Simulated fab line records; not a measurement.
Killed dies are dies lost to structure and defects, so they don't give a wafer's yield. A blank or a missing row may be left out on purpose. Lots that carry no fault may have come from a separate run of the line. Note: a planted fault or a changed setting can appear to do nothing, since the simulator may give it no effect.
A lot that was struck, set against a sound lot | flow sky130 | 18 steps out of a route of 708
Sound: the wafers L108.1, L108.2, L108.6. Struck: wafers L118.3, L118.4, L118.6. The cause is named last.
Per side, at each step with rows, come the tool, then ch with its chambers, and then its first start. Under that, the readings that differ: sound wafers | struck wafers | difference of the means | sigmas: that difference in standard deviations of wafers without a fault.
alike: words and numbers the same on both sides, and readings whose means are apart by under 2 such deviations; not compared: readings that were withheld, readings missing a value for some wafer, numbers with overlapping values and no deviation given by the record, and bounds like >300 which may hide the same value.
Wherever a step has rows on one side only, a row that says differs or no value, or a row with sigmas, the two part there. Non-overlapping numbers with no deviation appear without sigmas and do not part them. A reading missing from all wafers of one side parts the sides only when that side holds two or more wafers.

first, 1 step without rows for these wafers: SKY_LDD_HVP_IMPLANT_08.
SKY_LDD_HVP_STRIP_09: strips in O2/N2.
  sound on plasma_asher-02 ch 0,1, day 22 15:05; struck on plasma_asher-03 ch 0,1, day 26 01:43
  reading                      | sound             | struck            | difference | sigmas
  strip_time_to_endpoint_s (s) | 4.101 4.105 4.103 | 4.132 4.140 4.135 | +0.033     | +2
  alike: drypump_motor_current_A, o2_flow_sccm, oes_product_au
  not compared: rf_hours_counter_h
SKY_LDD_HVP_TW_MEAS_10:
  sound on film_metro-01, day 22 15:11; struck on film_metro-02, day 26 01:49
  alike: LDD_HVP_TW
then, 7 steps without rows for these wafers: SKY_LDD_LDN_DEHYDRATE_00 (time 60 s); SKY_LDD_LDN_HMDS_01 (prime time 60 s); SKY_LDD_LDN_COAT_02 (resist thk 1140 nm); SKY_LDD_LDN_SOFTBAKE_03 (time 60 s); SKY_LDD_LDN_EXPOSE_04 (exposes mask LDNTM, target cd 700 nm); SKY_LDD_LDN_PEB_05; SKY_LDD_LDN_DEVELOP_06 (develop time 60 s).
SKY_LDD_LDN_OVL_MEAS_07:
  sound on overlay-01, day 23 21:46; struck on overlay-01, day 27 06:34
  alike: LDD_LDN_OVL
following that, these wafers have no rows for 1 step: SKY_LDD_LDN_IMPLANT_08.
SKY_LDD_LDN_IMPLANT_09:
  sound on implanter-04 ch 0, day 23 21:57; struck on implanter-03, day 27 06:47
  no value came back on the struck wafers for beam_energy_keV, beam_on_s (s); on the sound wafers beam_energy_keV reads 15.002 14.993 15.001
then, 2 steps without rows for these wafers: SKY_LDD_LDN_IMPLANT_10; SKY_LDD_LDN_IMPLANT_11.
SKY_LDD_LDN_STRIP_12: strips in O2/N2.
  sound on plasma_asher-04 ch 0,1, day 23 22:24; struck on plasma_asher-04 ch 0,1, day 27 07:13
  alike: drypump_motor_current_A, o2_flow_sccm, oes_product_au, strip_time_to_endpoint_s
  not compared: rf_hours_counter_h
SKY_LDD_LDN_TW_MEAS_13:
  sound on film_metro-03, day 23 22:30; struck on film_metro-03, day 27 07:19
  reading    | sound          | struck         | difference | sigmas
  LDD_LDN_TW | 1515 1505 1500 | 1378 1382 1378 | -127       | -6
then, 1 step without rows for these wafers: SKY_LDD_LDN_CLEAN_14 (cleans in SC1/SC2, time 150 s).

WHERE THEY PART
First at SKY_LDD_HVP_STRIP_09; last, within this record, at SKY_LDD_LDN_TW_MEAS_13.

WHY: what had been put in by the simulator
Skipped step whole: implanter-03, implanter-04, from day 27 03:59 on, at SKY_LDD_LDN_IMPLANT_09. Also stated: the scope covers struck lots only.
